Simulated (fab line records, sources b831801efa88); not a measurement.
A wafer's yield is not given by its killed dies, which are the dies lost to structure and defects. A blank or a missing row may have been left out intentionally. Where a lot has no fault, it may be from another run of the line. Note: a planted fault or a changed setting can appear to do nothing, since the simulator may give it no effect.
What tool caused it? / flow sky130 / 42 wafers from 14 lots sampled at 2 of the route's 708 steps

== WHAT EACH GAUGE READ, for each wafer ==
No reading from a measuring or inspecting step in the record can be judged against a usual standard deviation.

== EACH LOT AND THE TOOL THAT RAN IT (in order: tool; ch and the chambers of the sampled wafers; start) ==
lot=L176; SKY_RES_XHIGH_SOFTBAKE_03=litho track-04 ch 0, day 26 00:55; SKY_PAD_OPEN_PROBE_99=-
lot=L177; SKY_RES_XHIGH_SOFTBAKE_03=litho track-03 ch 0, day 26 05:40; SKY_PAD_OPEN_PROBE_99=-
lot=L178; SKY_RES_XHIGH_SOFTBAKE_03=litho track-04 ch 0, day 26 14:28; SKY_PAD_OPEN_PROBE_99=-
lot=L179; SKY_RES_XHIGH_SOFTBAKE_03=litho track-04 ch 0, day 26 18:28; SKY_PAD_OPEN_PROBE_99=-
lot=L180; SKY_RES_XHIGH_SOFTBAKE_03=litho track-03 ch 0, day 27 10:55; SKY_PAD_OPEN_PROBE_99=-
lot=L181; SKY_RES_XHIGH_SOFTBAKE_03=litho track-02 ch 0, day 27 21:44; SKY_PAD_OPEN_PROBE_99=-
lot=L183; SKY_RES_XHIGH_SOFTBAKE_03=litho track-04 ch 0, day 28 15:46; SKY_PAD_OPEN_PROBE_99=-
lot=L184; SKY_RES_XHIGH_SOFTBAKE_03=litho track-02 ch 0, day 28 19:19; SKY_PAD_OPEN_PROBE_99=-
lot=L189; SKY_RES_XHIGH_SOFTBAKE_03=litho track-04 ch 0, day 31 04:07; SKY_PAD_OPEN_PROBE_99=-
lot=L191; SKY_RES_XHIGH_SOFTBAKE_03=litho track-04 ch 0, day 31 10:13; SKY_PAD_OPEN_PROBE_99=prober-01, day 49 17:43
lot=L192; SKY_RES_XHIGH_SOFTBAKE_03=litho track-04 ch 0, day 31 14:41; SKY_PAD_OPEN_PROBE_99=-
lot=L194; SKY_RES_XHIGH_SOFTBAKE_03=litho track-03 ch 0, day 32 09:42; SKY_PAD_OPEN_PROBE_99=-
lot=L195; SKY_RES_XHIGH_SOFTBAKE_03=litho track-03 ch 0, day 32 20:10; SKY_PAD_OPEN_PROBE_99=-
lot=L197; SKY_RES_XHIGH_SOFTBAKE_03=litho track-02 ch 0, day 32 21:10; SKY_PAD_OPEN_PROBE_99=-
- SKY_RES_XHIGH_SOFTBAKE_03: time 60 s.
- SKY_PAD_OPEN_PROBE_99

== WHAT THE TOOLS THEMSELVES READ (means of the sampled wafers that have a number; where no wafer has one, the mark that the record gives instead) ==
SKY_RES_XHIGH_SOFTBAKE_03. Usual: 89.13 s for run length s, sd 0.18.
lot=L176; tool=litho track-04; run length s (s)=89.31; flag=
lot=L177; tool=litho track-03; run length s (s)=89.02; flag=
lot=L178; tool=litho track-04; run length s (s)=89.33; flag=
lot=L179; tool=litho track-04; run length s (s)=89.32; flag=
lot=L180; tool=litho track-03; run length s (s)=89.11; flag=
lot=L181; tool=litho track-02; run length s (s)=88.91; flag=
lot=L183; tool=litho track-04; run length s (s)=89.23; flag=
lot=L184; tool=litho track-02; run length s (s)=89.02; flag=
lot=L189; tool=litho track-04; run length s (s)=89.20; flag=
lot=L191; tool=litho track-04; run length s (s)=92.55; flag=OFF
lot=L192; tool=litho track-04; run length s (s)=92.41; flag=OFF
lot=L194; tool=litho track-03; run length s (s)=88.89; flag=
lot=L195; tool=litho track-03; run length s (s)=89.00; flag=
lot=L197; tool=litho track-02; run length s (s)=88.95; flag=

SKY_PAD_OPEN_PROBE_99. Usual: killed_at_M0_to_M3 44, standard deviation 6.8; killed_at_M4_up 3.2, standard deviation 1.7; killed at contacts 24, standard deviation 4.9; killed at front end 14, standard deviation 4.1; killed at other 0.2, standard deviation 0.51; killed dies 85, standard deviation 8.7; killed open 46, standard deviation 6.8; killed short 39, standard deviation 6.1.
lot=L191; tool=prober-01; killed_at_M0_to_M3=44; killed_at_M4_up=3.0; killed at contacts=26; killed at front end=18; killed at other=0.0; killed dies=91; killed open=49; killed short=42; flag=

== THE ANSWER, worked out from the rows above alone ==
Rule: a lot counts as off when the mean over its wafers that have a number is more than 3 standard deviations away from the usual mean. A lot without any number at a reading at which 4 lots or more have one is off too. All remaining lots with rows at the step are treated as sound. Order of review: gauges by route order, followed by the tools' own readings, for which a lot's mean as printed above is used. At the first step where some lot is off, the reading lying furthest off is the one used; lots without a number count as furthest.
Off: L191, L192 (SKY_RES_XHIGH_SOFTBAKE_03, run length s).
If a tool, at that step or one of the process steps before it, ran each lot that is off and ran no sound lot following the first of them, it fits. One fits: litho track-04 at SKY_RES_XHIGH_SOFTBAKE_03. A fault onset in the window from L189 (day 31 04:07, its last sound lot) to L191 (day 31 10:13, its first lot off) fits.
On the lots that are off, the tool's own readings at SKY_RES_XHIGH_SOFTBAKE_03 differ by more than 5 times the standard deviation of the sound lots' means, which bears it out; run length s reads 92.48 s there versus 89.11 s on the sound lots.

== WHAT THE SIMULATOR HAD INSERTED ==
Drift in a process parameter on litho track-04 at SKY_RES_XHIGH_SOFTBAKE_03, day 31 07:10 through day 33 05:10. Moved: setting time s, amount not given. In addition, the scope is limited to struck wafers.
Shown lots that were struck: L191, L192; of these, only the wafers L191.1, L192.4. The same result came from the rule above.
